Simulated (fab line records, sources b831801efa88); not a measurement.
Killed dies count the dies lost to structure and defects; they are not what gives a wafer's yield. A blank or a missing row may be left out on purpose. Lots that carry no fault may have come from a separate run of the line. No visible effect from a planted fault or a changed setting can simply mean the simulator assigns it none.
A struck lot beside a sound one / flow gf180mcu / 20 steps out of a route of 602
Sound: these wafers, L561.2, L561.4, L561.6. Wafers struck: L568.2, L568.3, L568.4. At the end, the cause is stated.
Order at every step that has rows: each side's tool, ch and its chambers, its first start. Under that, the readings that differ: sound wafers / struck wafers / difference of the means / sigmas: that difference in standard deviations of wafers without a fault.
alike: readings whose means differ by less than 2 such deviations, and words and numbers that are the same on both sides. not compared: withheld readings, readings that some wafer has no value for, bounds like >300 that may hide the same value, and numbers for which the record gives no deviation and whose values overlap.
A row with sigmas, a row that says differs or no value, or rows on one side alone: a step with any of these is where the two part. Numbers that don't overlap but have no deviation are shown without sigmas and don't part them. A reading that every wafer of one side lacks parts them only if that side has two wafers or more.

first, 4 steps without rows for these wafers: GF_VT_IMPLANT_SOFTBAKE_25 (time 60 s); GF_VT_IMPLANT_EXPOSE_26 (exposes mask LVPWELL HV AREA, target cd 860 nm); GF_VT_IMPLANT_PEB_27; GF_VT_IMPLANT_DEVELOP_28 (develop time 60 s).
GF_VT_IMPLANT_OVL_MEAS_29:
  sound on overlay-02, day 7 18:44; struck on overlay-02, day 9 13:24
  alike: VT_IMPLANT_02_OVL
then, 1 step without rows for these wafers: GF_VT_IMPLANT_IMPLANT_30.
GF_VT_IMPLANT_STRIP_31: strips in O2/N2.
  sound on plasma-asher-01 ch 0,1, day 7 18:55; struck on plasma-asher-03 ch 0,1, day 9 13:35
  alike: drypump-motor-current-A, heater-power-w, n2-flow-sccm, oes-product-au, strip-time-to-endpoint-s
  not compared: rf-hours-counter-h
GF_VT_IMPLANT_TW_MEAS_32:
  sound on film-metro-04, day 7 19:02; struck on film-metro-01, day 9 13:41
  alike: VT_IMPLANT_3_TW
then, 4 steps without rows for these wafers: GF_VT_IMPLANT_DEHYDRATE_33 (time 60 s); GF_VT_IMPLANT_HMDS_34 (prime time 60 s); GF_VT_IMPLANT_COAT_35 (resist thk 1000 nm); GF_VT_IMPLANT_SOFTBAKE_36 (time 60 s).
GF_VT_IMPLANT_EXPOSE_37: exposes mask Nwell HV AREA, target cd 860 nm.
  sound on iline-stepper-01 ch 0, day 8 03:26; struck on iline-stepper-01 ch 0, day 9 21:49
reading=mask; sound=Nwell_HV_AREA#0 Nwell_HV_AREA#0 Nwell_HV_AREA#0; struck=LVPWELL_HV_AREA#0 LVPWELL_HV_AREA#0 LVPWELL_HV_AREA#0; difference=differs; sigmas=
then, 2 steps without rows for these wafers: GF_VT_IMPLANT_PEB_38; GF_VT_IMPLANT_DEVELOP_39 (develop time 60 s).
GF_VT_IMPLANT_OVL_MEAS_40:
  sound on overlay-01, day 8 10:42; struck on overlay-01, day 10 05:57
reading=VT_IMPLANT_03_OVL (nm); sound=-0.1 -1.3 -0.3; struck=- - -; difference=no value on the struck wafers; sigmas=
then, 1 step without rows for these wafers: GF_VT_IMPLANT_IMPLANT_41.
GF_VT_IMPLANT_STRIP_42: strips in O2/N2.
  sound on plasma-asher-03 ch 0,1, day 8 10:53; struck on plasma-asher-01 ch 0,1, day 10 06:08
reading=n2-flow-sccm (sccm); sound=299.6 300.7 301.0; struck=299.0 297.9 298.7; difference=-1.9; sigmas=-2
  alike: drypump-motor-current-A, heater-power-w, oes-product-au, strip-time-to-endpoint-s
  not compared: rf-hours-counter-h
GF_VT_IMPLANT_TW_MEAS_43:
  sound on film-metro-01, day 8 10:59; struck on film-metro-04, day 10 06:31
reading=VT_IMPLANT_4_TW; sound=692 693 691; struck=30 30 30; difference=-662; sigmas=-99 or more
  not compared: hold
then, 1 step without rows for these wafers: GF_PASSIVATION_PROBE_99.

## WHERE THEY PART
Last at GF_VT_IMPLANT_TW_MEAS_43 as far as this record goes, first at GF_VT_IMPLANT_EXPOSE_37.

WHY: the cause the simulator had injected
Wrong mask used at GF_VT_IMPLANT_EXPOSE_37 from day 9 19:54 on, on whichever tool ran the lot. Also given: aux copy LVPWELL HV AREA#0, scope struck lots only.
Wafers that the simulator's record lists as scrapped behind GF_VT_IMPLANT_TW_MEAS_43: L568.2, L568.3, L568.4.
